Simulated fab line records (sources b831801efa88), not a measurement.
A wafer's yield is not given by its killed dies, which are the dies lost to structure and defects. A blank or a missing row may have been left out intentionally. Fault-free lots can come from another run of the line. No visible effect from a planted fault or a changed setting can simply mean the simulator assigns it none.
fab line records -- flow sky130
record lots=5, wafers=15, lastDay=50
route steps=708 shown RES_XHIGH@333 SD_N@342
lots untouched by any fault: they come from a run of this same line in which no faults occurred
startH: the number of hours between the record's first day and the start of the first shown wafer of the lot -- waitH: hours since the lot's step before -- " the same as in the row above -- L1.1+2: a row that stands for several wafers -- - either no value or no given start -- * or withheld: withheld -- < > ~ a bound
route shown NAME@n: NAME is a module with steps in the file, n the number in the route of the first one -- usual: average and standard deviation across the fault-free wafers -- same: alike in all rows -- chamber/n: place in a boat -- sites: per-site readings -- _std_site: the values' standard deviation -- _edge_site: mean of outer sites minus mean of inner sites -- radiusMm: how far each site lies from the wafer's centre -- mask NAME#n: copy n -- behind: tool/chamber where the wafer was last shaped -- hold: the reason the lot was held/the length of the hold in hours/how it ended -- device: the transistor (n, p or np) that didn't switch -- end of line: the route-end tests of the same wafers -- a step without rows: its recipe alone -- killed: not the wafer's yield, but the dies lost to structure and defects at the first sort -- map: per-die view of a wafer (x killed, . not killed, _ where there is no die)
set.NAME: the setting as run; set.NAME@STEP: as run at that earlier step -- model.NAME: the simulator's own value behind a step, which no gauge read
certain route steps with their lots: each step a table, each wafer a row
services: from which hour (startH, from the record's first day; less than 0 if before it) a tool's chamber was out of use, for how many hours, and why
## steps
# step SKY_RES_XHIGH_HMDS_01
# recipe primeTimeS=60, primeTempC=120
lot.wafer,tool,chamber,startH,waitH
L075.1+2+3,lithoTrack-03,0,599.32,0.1
L076.1+3+6,lithoTrack-03,0,605.82,0.1
L082.3+4+6,lithoTrack-04,0,675.49,0.1
L094.1+2+6,lithoTrack-04,0,774.79,0.1
L095.2+4+5,lithoTrack-04,0,792.81,0.1
# step SKY_RES_XHIGH_COAT_02
# recipe resist=NOVOLAK, spinRpm=3000, resistThkNm=1140
lot.wafer,tool,chamber,startH,waitH
L075.1+2+3,lithoTrack-03,0,599.47,0.1
L076.1+3+6,lithoTrack-03,0,605.97,0.1
L082.3+4+6,lithoTrack-04,0,675.64,0.1
L094.1+2+6,lithoTrack-04,0,774.94,0.1
L095.2+4+5,lithoTrack-04,0,792.96,0.1
# step SKY_RES_XHIGH_SOFTBAKE_03
# recipe tempC=90, timeS=60, resist=NOVOLAK
lot.wafer,tool,chamber,startH,waitH
L075.1+2+3,lithoTrack-03,0,599.62,0.1
L076.1+3+6,lithoTrack-03,0,606.12,0.1
L082.3+4+6,lithoTrack-04,0,675.79,0.1
L094.1+2+6,lithoTrack-04,0,775.09,0.1
L095.2+4+5,lithoTrack-04,0,793.11,0.1
# step SKY_RES_XHIGH_EXPOSE_04
# recipe maskId=URPM, na=0.6, sourceShape=conventional, sigmaOuter=0.6, polarization=unpolarized, targetCdNm=1270, doseMj=140
lot.wafer,tool,chamber,startH,waitH,mask
L075.1+2+3,ilineStepper-02,0,-,-,URPM#0
L076.1+3+6,ilineStepper-01,0,-,-,URPM#0
L082.3+4+6,ilineStepper-01,0,-,-,URPM#0
L094.1+2+6,ilineStepper-02,0,-,-,URPM#0
L095.2+4+5,ilineStepper-02,0,-,-,URPM#0
# step SKY_RES_XHIGH_PEB_05
# recipe tempC=withheld, timeS=*, resist=NOVOLAK
lot.wafer,tool,chamber,startH,waitH
L075.1+2+3,lithoTrack-02,0,-,-
L076.1+3+6,lithoTrack-02,0,-,-
L082.3+4+6,lithoTrack-04,0,-,-
L094.1+2+6,lithoTrack-04,0,-,-
L095.2+4+5,lithoTrack-03,0,-,-
# step SKY_RES_XHIGH_DEVELOP_06
# recipe resist=NOVOLAK, developer=TMAH, developTimeS=60, devTempC=23
# usual developerTempC=22.97/0.093
lot.wafer,tool,chamber,startH,waitH,developerTempC
L075.1,lithoTrack-02,0,614.06,0.1,22.86
L075.2,lithoTrack-02,0,614.06,0.1,22.74
L075.3,lithoTrack-02,0,614.06,0.1,22.90
L076.1,lithoTrack-02,0,620.66,0.1,22.80
L076.3,lithoTrack-02,0,620.66,0.1,22.81
L076.6,lithoTrack-02,0,620.66,0.1,22.77
L082.3,lithoTrack-04,0,688.49,0.1,22.83
L082.4,lithoTrack-04,0,688.49,0.1,22.93
L082.6,lithoTrack-04,0,688.49,0.1,22.95
L094.1,lithoTrack-04,0,787.89,0.1,22.91
L094.2,lithoTrack-04,0,787.89,0.1,22.91
L094.6,lithoTrack-04,0,787.89,0.1,22.92
L095.2,lithoTrack-03,0,805.90,0.1,22.93
L095.4,lithoTrack-03,0,805.90,0.1,23.11
L095.5,lithoTrack-03,0,805.90,0.1,22.95
# step SKY_RES_XHIGH_IMPLANT_07
# recipe species=BF2, energyKev=20, doseCm2=3.6e+14, tiltDeg=0
# usual beamOnS=35.4/2.1
lot.wafer,tool,chamber,startH,waitH,beamOnS
L075.1,implanter-01,0,614.21,0.1,35.6
L075.2,implanter-01,0,614.21,0.1,34.8
L075.3,implanter-01,0,614.21,0.1,34.3
L076.1,implanter-01,0,620.81,0.1,34.7
L076.3,implanter-01,0,620.81,0.1,34.5
L076.6,implanter-01,0,620.81,0.1,35.1
L082.3,implanter-03,0,688.64,0.1,37.9
L082.4,implanter-03,0,688.64,0.1,37.3
L082.6,implanter-03,0,688.64,0.1,38.0
L094.1,implanter-03,0,788.04,0.1,37.5
L094.2,implanter-03,0,788.04,0.1,36.2
L094.6,implanter-03,0,788.04,0.1,37.0
L095.2,implanter-03,0,806.05,0.1,38.6
L095.4,implanter-03,0,806.05,0.1,39.0
L095.5,implanter-03,0,806.05,0.1,38.4
# step SKY_RES_XHIGH_STRIP_08
# recipe chemistry=O2/N2, powerW=1400, pressureMtorr=1500, platenTempC=withheld, o2FlowSccm=3000, n2FlowSccm=300, overashFraction=0.5
# usual drypumpMotorCurrentA=5.6/0.48, oesProductAu=0.711/0.0048, stripTimeToEndpointS=14.27/0.032
lot.wafer,tool,chamber,startH,waitH,drypumpMotorCurrentA,oesProductAu,rfHoursCounterH,stripTimeToEndpointS
L075.1,plasmaAsher-01,0,614.36,0.1,5.2,0.709,68,14.26
L075.2,plasmaAsher-01,1,614.36,0.1,5.2,0.702,68,14.26
L075.3,plasmaAsher-01,0,614.36,0.1,5.1,0.703,-,14.23
L076.1,plasmaAsher-03,1,620.96,0.1,6.4,0.711,47,14.29
L076.3,plasmaAsher-03,1,620.96,0.1,6.4,0.716,-,14.25
L076.6,plasmaAsher-03,0,620.96,0.1,5.4,0.703,-,14.27
L082.3,plasmaAsher-04,1,688.77,0.1,5.9,0.703,-,14.34
L082.4,plasmaAsher-04,0,688.77,0.1,5.6,0.709,-,14.35
L082.6,plasmaAsher-04,0,688.77,0.1,5.5,0.710,-,14.34
L094.1,plasmaAsher-03,0,788.19,0.1,5.4,0.708,63,14.23
L094.2,plasmaAsher-03,1,788.19,0.1,6.4,0.709,63,14.31
L094.6,plasmaAsher-03,0,788.19,0.1,5.4,0.711,-,14.24
L095.2,plasmaAsher-03,0,806.17,0.1,5.4,0.709,65,14.23
L095.4,plasmaAsher-03,1,806.17,0.1,6.4,0.713,-,14.27
L095.5,plasmaAsher-03,1,806.17,0.1,6.4,0.716,-,14.21
# step SKY_RES_XHIGH_TW_MEAS_09
# usual RES_XHIGH_TW=1639/16
lot.wafer,tool,chamber,startH,waitH,RES_XHIGH_TW
L075.1,filmMetro-02,-,614.46,0.1,1638
L075.2,filmMetro-02,-,614.46,0.1,1650
L075.3,filmMetro-02,-,614.46,0.1,1637
L076.1,filmMetro-04,-,621.06,0.1,1643
L076.3,filmMetro-04,-,621.06,0.1,1645
L076.6,filmMetro-04,-,621.06,0.1,1646
L082.3,filmMetro-02,-,688.86,0.1,1639
L082.4,filmMetro-02,-,688.86,0.1,1648
L082.6,filmMetro-02,-,688.86,0.1,1633
L094.1,filmMetro-02,-,788.29,0.1,1653
L094.2,filmMetro-02,-,788.29,0.1,1649
L094.6,filmMetro-02,-,788.29,0.1,1642
L095.2,filmMetro-04,-,806.28,0.1,1629
L095.4,filmMetro-04,-,806.28,0.1,1639
L095.5,filmMetro-04,-,806.28,0.1,1635
# step SKY_SD_N_DEHYDRATE_00
# recipe tempC=200, timeS=60
lot.wafer,tool,chamber,startH,waitH
L075.1+2+3,lithoTrack-04,0,628.09,13.6
L076.1+3+6,lithoTrack-01,0,634.61,13.5
L082.3+4+6,lithoTrack-01,0,702.46,13.6
L094.1+2+6,lithoTrack-04,0,800.49,12.2
L095.2+4+5,lithoTrack-03,0,818.50,12.2
# step SKY_SD_N_HMDS_01
# recipe primeTimeS=60, primeTempC=120
lot.wafer,tool,chamber,startH,waitH
L075.1+2+3,lithoTrack-04,0,628.24,0.1
L076.1+3+6,lithoTrack-01,0,634.76,0.1
L082.3+4+6,lithoTrack-01,0,702.61,0.1
L094.1+2+6,lithoTrack-04,0,800.64,0.1
L095.2+4+5,lithoTrack-03,0,818.65,0.1
## services
tool,chamber,startH,hours,kind
ilineStepper-01,-,597.78,4.1,repair
implanter-01,-,622.93,3.5,pm
implanter-01,-,629.99,1.0,repair
ilineStepper-02,-,634.15,2.8,repair
implanter-01,-,645.76,4.9,repair
plasmaAsher-01,-,653.20,4.3,repair
ilineStepper-02,-,662.57,24.4,repair
plasmaAsher-03,-,662.69,1.1,repair
implanter-03,-,697.37,5.0,pm
plasmaAsher-04,-,697.66,2.4,repair
plasmaAsher-03,-,715.79,4.5,repair
ilineStepper-02,-,716.65,1.7,pm
ilineStepper-01,-,723.51,4.4,pm
plasmaAsher-04,-,733.75,9.0,pm
plasmaAsher-04,0,733.75,9.0,ventCycle
plasmaAsher-04,1,733.75,9.0,ventCycle
ilineStepper-01,-,738.58,1.7,pm
plasmaAsher-04,0,742.75,-,clean
plasmaAsher-04,1,742.75,-,clean
plasmaAsher-04,-,793.73,17.9,pm
ilineStepper-02,-,811.61,4.3,pm
## key
fault none
